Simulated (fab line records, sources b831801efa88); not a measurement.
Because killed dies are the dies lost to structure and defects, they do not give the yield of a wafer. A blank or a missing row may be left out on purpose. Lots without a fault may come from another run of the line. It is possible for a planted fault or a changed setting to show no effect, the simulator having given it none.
fab line records | flow sky130
[record] lots = 4 | wafers = 12 | last_day = 49
route steps=708 shown SD_N@351 SALICIDE@361 LI_CONTACT@362 LOCAL_INTERCONNECT@387 PAD_OPEN@708
lots untouched by any fault: they come from a run of this same line in which no faults occurred
start_h: hours from the record's opening day to when the first of the lot's shown wafers began | wait_h: hours from the lot's prior step to this one | " repeats the value in the row above | L1.1+2: a row that stands for several wafers | - no value, or no start was given | * or withheld: withheld | < > ~ a bound
route shown NAME@n: a module of which the file shows steps, and the number in the route of the first | usual: mean/standard deviation taken from wafers without a fault | same: alike in all rows | chamber/n: place in a boat | sites: each site's reading | _std_site: how widely they spread, as a standard deviation | _edge_site: outer sites' mean less inner sites' | radius_mm: for every site, how far away it sits from the centre of the wafer | mask NAME#n: copy n | behind: the most recent tool/chamber to have shaped the wafer | hold: why the lot was held/for how many hours/how that ended | device: names the non-switching transistor (n, p or np) | end of line: at the end of the route, the tests of the same wafers | a step without rows: its recipe alone | killed: dies that structure and defects cost at the first sort, which is not the same as the wafer's yield | map: a wafer's dies, x killed, . not, _ none there
set.NAME: the run value of the setting; set.NAME@STEP: its run value at that earlier step | model.NAME: the simulator's own value behind a step, which no gauge read
lots at selected steps of the route; one table per step, one row per wafer
[[steps]]
[step SKY_SD_N_IMPLANT_09]
[recipe] species = As | energy_kev = 50 | dose_cm2 = 4e+15 | tilt_deg = 0
[step SKY_SD_N_IMPLANT_10]
[recipe] species = P | energy_kev = 20 | dose_cm2 = 1e+14 | tilt_deg = 0
[step SKY_SD_N_STRIP_11]
[recipe] chemistry = O2/N2 | power_w = 1400 | pressure_mtorr = 1500 | platen_temp_c = withheld | o2_flow_sccm = 3000 | n2_flow_sccm = 300 | overash_fraction = 0.5
[step SKY_SD_N_CLEAN_13]
[recipe] chemistry = SC1/SC2 | mix = 1:4:20 | temp_c = 70 | time_s = 150 | dry = n2_spin
[step SKY_SD_N_RTA_14]
[recipe] temp_c = 1075 | time_s = 2 | idle_temp_c = 650 | ramp_up_c_per_s = 150 | ramp_down_c_per_s = 90 | ambient = N2
[step SKY_SALICIDE_CLEAN_00]
[recipe] chemistry = HF-last | time_s = 30 | dilution = 100:1 | dry = ipa_marangoni
lot.wafer  | tool         | chamber | start_h | wait_h
L594.1+3+5 | wet_bench-03 | 0       | 699.59  | 0.1
L600.3+4+5 | wet_bench-01 | 1       | 745.86  | 0.1
L605.3+4+5 | wet_bench-03 | 0       | 775.16  | 0.1
L606.3+4+6 | wet_bench-03 | 0       | 784.76  | 0.1
[step SKY_LI_CONTACT_HDPCVD_00]
[recipe] material = PSG | target_thk_nm = 930 | sigma_open_frac = 0.3 | time_s = 155 | temp_c = 600 | sih4_flow_sccm = 62.34 | pressure_mtorr = 6
[step SKY_LI_CONTACT_CMP_02]
[recipe] material = PSG | down_force_psi = 4 | platen_rpm = 60 | pad_velocity_m_s = 0.94248
[step SKY_LI_CONTACT_DEHYDRATE_04]
[recipe] temp_c = 200 | time_s = 60
[step SKY_LI_CONTACT_HMDS_05]
[recipe] prime_time_s = 60 | prime_temp_c = 120
[step SKY_LI_CONTACT_COAT_06]
[recipe] resist = BARC | temp_c = withheld | time_s = withheld | spin_rpm = 3000 | resist_thk_nm = 60
[step SKY_LI_CONTACT_COAT_07]
[recipe] resist = KrF-thick | spin_rpm = 3000 | resist_thk_nm = 450
[step SKY_LI_CONTACT_SOFTBAKE_08]
[recipe] temp_c = 100 | time_s = 90 | resist = KrF-thick
[step SKY_LI_CONTACT_EXPOSE_09]
[recipe] mask_id = LICM1 | na = 0.8 | source_shape = annular | sigma_inner = 0.55 | sigma_outer = 0.85 | target_cd_nm = 170 | dose_mj = 38
[step SKY_LI_CONTACT_PEB_10]
[recipe] peb_temp_c = withheld | peb_time_s = withheld | resist = KrF-thick
[step SKY_LI_CONTACT_DEVELOP_11]
[recipe] develop_time_s = 60 | resist = KrF-thick | dev_temp_c = 21.63
[step SKY_LI_CONTACT_ETCH_14]
[recipe] chemistry = N2/H2 | target = BARC | ion_energy_ev = 200 | source_w = 500 | bias_w = 100 | pressure_mtorr = 30 | n2_flow_sccm = 100 | h2_flow_sccm = 200 | stop_on = SiO2 | time_s = 45.9 | target_depth_a = 600
[step SKY_LI_CONTACT_ETCH_15]
[recipe] target = PSG | chemistry = C4F8/O2/Ar | stop_on = Si | taper_deg = 4.15 | mask_material = KrF-thick | source_w = 1500 | bias_w = 1200 | pressure_mtorr = 40 | c4f8_flow_sccm = withheld | O2_flow_sccm = 6 | Ar_flow_sccm = 300 | time_s = withheld | target_depth_a = 6000
[step SKY_LI_CONTACT_STRIP_16]
[recipe] chemistry = O2/N2 | power_w = 1400 | pressure_mtorr = 1500 | platen_temp_c = withheld | o2_flow_sccm = 3000 | n2_flow_sccm = 300 | overash_fraction = 0.5
[step SKY_LI_CONTACT_CLEAN_17]
[recipe] chemistry = NMP | time_s = 600 | temp_c = 60 | dry = n2_spin
[step SKY_LI_CONTACT_PRE_CLEAN_18]
[recipe] gas = Ar | time_s = 5.6 | bias_v = 358
[step SKY_LI_CONTACT_SPUTTER_19]
[recipe] material = Ti | target_thk_nm = 20 | chamber_pressure_pa = 5 | power_w = 2500 | substrate_temp_c = 200 | time_s = 106.37
[step SKY_LI_CONTACT_SPUTTER_20]
[recipe] material = TiN | target_thk_nm = 20 | chamber_pressure_pa = 5 | power_w = 4000 | time_s = 80
[step SKY_LI_CONTACT_CVD_21]
[recipe] material = W | target_thk_nm = 400 | time_s = 120.56 | temp_c = 400 | pressure_torr = 40
[step SKY_LI_CONTACT_CMP_24]
[recipe] stop_on = PSG | t_overpolish_s = 20 | down_force_psi = 3.5 | platen_rpm = 60 | target_thk_nm = 0 | pad_velocity_m_s = 0.94248
[step SKY_LOCAL_INTERCONNECT_SPUTTER_00]
[recipe] material = TiN | target_thk_nm = 100 | temp_c = 300 | power_w = 6500 | time_s = 83.3 | chamber_pressure_pa = 0.4
[step SKY_LOCAL_INTERCONNECT_DEHYDRATE_03]
[recipe] temp_c = 200 | time_s = 60
[step SKY_PAD_OPEN_PROBE_99]
[usual] killed_at_M0_to_M3 = 43/6.6 | killed_at_M4_up = 3.0/1.7 | killed_at_contacts = 24/5.4 | killed_at_front_end = 16/4.6 | killed_at_other = 0.3/0.53 | killed_dies = 87/9.7 | killed_open = 47/7.3 | killed_short = 39/6.5
[same] gross_dies = 492 | killed_at_back_side = 0
lot.wafer | tool      | chamber | start_h | wait_h | killed_at_M0_to_M3 | killed_at_M4_up | killed_at_contacts | killed_at_front_end | killed_at_other | killed_dies | killed_open | killed_short
L594.1    | prober-02 | -       | 1114.20 | 0.1    | 43                 | 2               | 26                 | 17                  | 0               | 88          | 46          | 42
L594.3    | prober-02 | -       | 1114.30 | 0.2    | 41                 | 6               | 29                 | 20                  | 0               | 96          | 63          | 33
L594.5    | prober-02 | -       | 1114.40 | 0.2    | 31                 | 3               | 33                 | 14                  | 0               | 81          | 45          | 36
L605.3    | prober-02 | -       | 1166.75 | 0.2    | 32                 | 1               | 23                 | 41                  | 0               | 97          | 46          | 24
L605.4    | prober-02 | -       | 1166.80 | 0.2    | 31                 | 7               | 19                 | 39                  | 0               | 96          | 38          | 27
L605.5    | prober-02 | -       | 1166.85 | 0.2    | 50                 | 5               | 13                 | 45                  | 0               | 113         | 41          | 41
L606.3    | prober-01 | -       | 1171.50 | 0.2    | 51                 | 3               | 23                 | 40                  | 1               | 118         | 53          | 36
L606.4    | prober-01 | -       | 1171.55 | 0.2    | 29                 | 5               | 19                 | 38                  | 0               | 91          | 33          | 27
L606.6    | prober-01 | -       | 1171.65 | 0.2    | 39                 | 4               | 18                 | 43                  | 0               | 104         | 45          | 33
// killed by level:class
L594.1 CONTACT:geometric_particle:open=12 VIA1:geometric_particle:open=8 CONTACT:geometric_particle:short=7 VIA3:geometric_particle:open=7 POLY_GATE:geometric_particle:short=6 VIA2:geometric_particle:open=5 LI_CONTACT:geometric_particle:open=4 METAL1:geometric_particle:short=4
L594.3 CONTACT:geometric_particle:open=13 LI_CONTACT:geometric_particle:open=12 VIA3:geometric_particle:open=9 METAL2:geometric_particle:short=9 POLY_GATE:geometric_particle:open=8 VIA2:geometric_particle:open=8 VIA1:geometric_particle:open=6 VIA3:geometric_particle:short=4
L594.5 CONTACT:geometric_particle:open=10 LI_CONTACT:geometric_particle:open=9 VIA1:geometric_particle:open=8 CONTACT:geometric_particle:short=6 POLY_GATE:geometric_particle:short=4 VIA3:geometric_particle:open=4 LOCAL_INTERCONNECT:geometric_particle:short=4 METAL1:geometric_particle:short=4
L605.3 SALICIDE:unspecified=27 CONTACT:geometric_particle:open=13 VIA1:geometric_particle:open=10 METAL2:geometric_particle:short=6 VIA2:geometric_particle:open=6 POLY_GATE:geometric_particle:open=5 CONTACT:geometric_particle:short=4 FIELD_ISO:geometric_particle:open=3
L605.4 SALICIDE:unspecified=31 VIA1:geometric_particle:open=9 LI_CONTACT:geometric_particle:open=8 METAL4:geometric_particle:short=6 CONTACT:geometric_particle:open=5 VIA3:geometric_particle:open=5 FIELD_ISO:geometric_particle:short=4 LOCAL_INTERCONNECT:geometric_particle:short=3
L605.5 SALICIDE:unspecified=31 VIA1:geometric_particle:open=10 VIA1:geometric_particle:short=7 VIA2:geometric_particle:open=6 VIA3:geometric_particle:short=6 FIELD_ISO:geometric_particle:short=5 LOCAL_INTERCONNECT:geometric_particle:short=4 METAL3:geometric_particle:open=4
L606.3 SALICIDE:unspecified=29 CONTACT:geometric_particle:open=13 VIA3:geometric_particle:open=12 METAL1:geometric_particle:short=10 LI_CONTACT:geometric_particle:open=7 VIA2:geometric_particle:open=7 METAL2:geometric_particle:short=6 VIA1:geometric_particle:open=5
L606.4 SALICIDE:unspecified=30 METAL1:geometric_particle:short=8 VIA1:geometric_particle:open=7 CONTACT:geometric_particle:open=6 VIA3:geometric_particle:open=6 LOCAL_INTERCONNECT:geometric_particle:short=4 LI_CONTACT:geometric_particle:open=4 CONTACT:geometric_particle:short=4
L606.6 SALICIDE:unspecified=26 VIA1:geometric_particle:open=11 VIA3:geometric_particle:open=9 LI_CONTACT:geometric_particle:open=6 LI_CONTACT:geometric_particle:short=5 METAL3:geometric_particle:short=5 VIA2:geometric_particle:open=5 FIELD_ISO:geometric_particle:open=4
// map L605.5 (x killed, . not)
__________.x.......x_________
________..x........x.._______
______.x.......x........_____
_____..x...x..xx.x.......____
____x..............xx..x..___
___.....x...x....x.........__
__.............x......x.x..._
_..x........x...x..x..xx...x.
_.........x..xx....x..xx.x...
_.....x.......xx....x........
_...xx.............x.x....x..
_...x.x.x.......x.....x......
_........x...........xx...x..
_...........x...............x
_..x.........xx....x.........
__xx..........x....xx......._
___.x.....xxx..x...x.......__
____...x......xxx.xx.x...x___
_____.........xx.xxxx....____
______.x.....xxxxxxx.x.._____
________.x.x.xxxxxxxxx_______
__________.xxxxxxxxx_________
// map L606.3 (x killed, . not)
__________.....x...._________
________.x............_______
______..xx........x...xx_____
_____.x....x......x......____
____........x...x......xx.___
___.x..x.........x.x......x__
__......x..x.....x....x...xx_
_..........x.x...............
_.........x....x.......x.....
_..x..............x...x...x.x
_.....x.x.xxx...xx.xxxx.....x
_..x...x...x.x.x.............
_x...x...............xx......
_..........x......xxx........
_.....x.......x..x..x....x..x
__.............x.......x...x_
___...x.xx....x.......x....__
____xx.......x.x...xx.....___
_____.x..x..xxx.xxx.x.x..____
______.x.x...xxxxxxxx..._____
________..x..xxxxxxxx._______
__________x.xxxxxxxx_________
[[key]]
[first_sign] step = SKY_PAD_OPEN_PROBE_99 | reading = killed_at_front_end | direction = up | sigmas = 5.5 | usual = 16 | struck = 41
[effect] step = SKY_PAD_OPEN_PROBE_99 | reading = killed_dies | direction = up | sigmas = 1.7 | usual = 87 | struck = 103
met_at SKY_SALICIDE_CLEAN_00
struck_wafers L605.3,L605.4,L605.5,L606.3,L606.4,L606.6
tester_left_out L605,L606
onset_between 699.59 775.16
also_fits time
[fault] kind = chamber_particle_source | tool = wet_bench-03 | chamber = - | onset_h = 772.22 | steps = SKY_SALICIDE_CLEAN_00 | rate_per_visit_cm2 = 0.93646 | end_h = 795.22
// tester_left_out: of these lots the tester's yield and bins aren't shown, on N5 and GAA mostly nor the transistor test; their killed dies are dies lost to structure and defects alone, not to doping, threshold or leakage, so they don't give the yield
